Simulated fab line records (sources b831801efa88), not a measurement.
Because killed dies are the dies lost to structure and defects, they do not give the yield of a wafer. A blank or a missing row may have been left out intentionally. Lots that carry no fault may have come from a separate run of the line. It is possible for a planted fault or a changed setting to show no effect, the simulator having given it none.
Which tool is to blame?	flow sky130	36 wafers from 12 lots sampled at 4 of the route's 708 steps

WHAT THE GAUGES READ, wafer by wafer
SKY_VIA2_THK_MEAS_23: measures by xrf.
lot	measured	on	VIA2_W_THK (nm)
L676	day 37 06:56	film metro-03	436 433 432
L681	day 38 13:19	film metro-04	412 417 411
L684	day 39 19:56	film metro-04	423 416 417
L686	day 40 04:33	film metro-04	423 425 421
L688	day 40 17:39	film metro-03	412 414 420
L690	day 41 09:19	film metro-02	425 422 431
L692	day 42 00:00	film metro-02	424 424 420
L693	day 42 02:58	film metro-04	419 416 420
L694	day 42 12:16	film metro-03	425 426 417
L695	day 42 16:01	film metro-03	428 419 427
L696	day 42 20:14	film metro-02	425 421 422
L697	day 43 16:37	film metro-03	425 422 420

SKY_CAPM_OVL_MEAS_12.
lot	measured	on	CAPM_OVL (nm)
L676	day 38 09:44	overlay-02	2.3 2.4 0.9
L681	day 39 13:53	overlay-02	0.4 0.6 -0.2
L684	day 40 20:50	overlay-02	2.9 1.8 4.7
L686	day 41 05:05	overlay-02	-0.1 -0.3 -0.3
L688	day 41 17:35	overlay-02	2.6 1.9 1.1
L690	day 42 09:13	overlay-02	-0.6 1.5 2.2
L692	day 42 23:59	overlay-01	1.2 0.7 1.5
L693	day 43 03:17	overlay-02	-0.4 0.7 -0.5
L694	day 43 12:34	overlay-02	-1.3 -0.1 -0.6
L695	day 43 16:02	overlay-02	-0.5 -0.5 0.8
L696	day 43 19:32	overlay-01	-1.0 -0.3 0.5
L697	day 44 15:50	overlay-02	0.0 0.2 0.1

TOOL THAT RAN EACH LOT (tool first, then ch and the chambers of the sampled wafers, then the start)
lot	SKY_VIA2_CMP_24	SKY_CAPM_CVD_00
L676	cmp-02 ch 0,2,3, day 37 07:12	pecvd-03 ch 0,1, day 37 07:40
L681	cmp-02 ch 2,3, day 38 13:25	pecvd-02 ch 0,2, day 38 13:49
L684	cmp-01 ch 0,1,3, day 39 20:02	pecvd-02 ch 1,2, day 39 20:26
L686	cmp-01 ch 0,1,2, day 40 04:36	pecvd-03 ch 0, day 40 05:04
L688	cmp-01 ch 0,3, day 40 17:43	pecvd-01 ch 0,2, day 40 18:10
L690	cmp-02 ch 1,2, day 41 09:26	pecvd-01 ch 0,1, day 41 09:50
L692	cmp-02 ch 0,2, day 42 00:13	pecvd-03 ch 0,1,2, day 42 00:37
L693	cmp-02 ch 0,1,3, day 42 03:01	pecvd-01 ch 0,2, day 42 03:28
L694	cmp-02 ch 0,2,3, day 42 12:19	pecvd-01 ch 0,1,2, day 42 12:47
L695	cmp-01 ch 1,2,3, day 42 16:10	pecvd-01 ch 0,1,2, day 42 16:31
L696	cmp-01 ch 0,2,3, day 42 20:23	pecvd-01 ch 0,1, day 42 20:44
L697	cmp-01 ch 0,1,2, day 43 16:42	pecvd-01 ch 1,2, day 43 17:06
- SKY_VIA2_CMP_24: polishes, stops on SiO2, t overpolish 20 s, target thk 0 nm.
- SKY_CAPM_CVD_00: deposits SiO2, target thk 15.5 nm.

WHAT THE TOOLS THEMSELVES READ (means of the sampled wafers that have a number; where no wafer has one, the mark that the record gives instead)
SKY_VIA2_CMP_24.
lot	tool	motor current A (A)	overpolish run s (s)	time to endpoint s (s)
L676	cmp-02	11.1	19.996	105.1
L681	cmp-02	11.5	20.003	105.3
L684	cmp-01	11.7	19.987	103.3
L686	cmp-01	10.9	19.997	99.6
L688	cmp-01	11.0	20.005	96.5
L690	cmp-02	11.7	20.001	107.1
L692	cmp-02	10.5	20.005	99.5
L693	cmp-02	10.8	19.998	97.7
L694	cmp-02	11.2	20.010	104.5
L695	cmp-01	11.2	20.001	101.6
L696	cmp-01	10.8	19.994	102.5
L697	cmp-01	10.8	20.000	98.6

SKY_CAPM_CVD_00.
lot	tool	heater power outer w (W)	heater power w (W)	rf fwd power W (W)
L676	pecvd-03	553	853	439.7
L681	pecvd-02	447	760	443.6
L684	pecvd-02	455	753	421.5
L686	pecvd-03	546	826	441.8
L688	pecvd-01	461	789	440.6
L690	pecvd-01	405	700	441.4
L692	pecvd-03	448	733	440.5
L693	pecvd-01	409	711	441.0
L694	pecvd-01	417	717	441.3
L695	pecvd-01	396	697	442.0
L696	pecvd-01	441	752	443.2
L697	pecvd-01	442	747	443.7

THE ANSWER, worked out from the rows above alone
Rule: the lots themselves supply what counts as usual. Put in order of their means at a reading, lots are off if they are a third of the lots or fewer, leave a main group of 4 or more, and stand apart from it by a gap of 3 or more times the standard deviation of the main group's means; of several such gaps the widest counts. A main group is skipped when, at the precision printed for the reading in the tables above, its means are all equal. A lot without any number at a reading at which 4 lots or more have one is off too. Any other lot the step has rows for is counted as sound. Order of review: gauges by route order, followed by the tools' own readings, for which a lot's mean as printed above is used. The first step at which some lot is off is used, and at that step the reading that is off furthest; a lot without a number counts as furthest.
Off: L684, at SKY_CAPM_CVD_00 (rf fwd power W). The main group: mean 441.7 W, standard deviation 1.3.
If a tool, at that step or one of the process steps before it, ran each lot that is off and ran no sound lot following the first of them, it fits. One fits: SKY_CAPM_CVD_00 on pecvd-02. A fault onset in the window from L681 (day 38 13:49, its last sound lot) to L684 (day 39 20:26, its first lot off) fits.
The tool's own readings at SKY_CAPM_CVD_00 bear it out: on the lots that are off they differ by more than 5 times the standard deviation of the sound lots' means. rf fwd power W reads 421.5 W there against 441.7 W on the sound lots.

WHAT THE SIMULATOR HAD INSERTED
pecvd-02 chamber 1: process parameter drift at SKY_CAPM_CVD_00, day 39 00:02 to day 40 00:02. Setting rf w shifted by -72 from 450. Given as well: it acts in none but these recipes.
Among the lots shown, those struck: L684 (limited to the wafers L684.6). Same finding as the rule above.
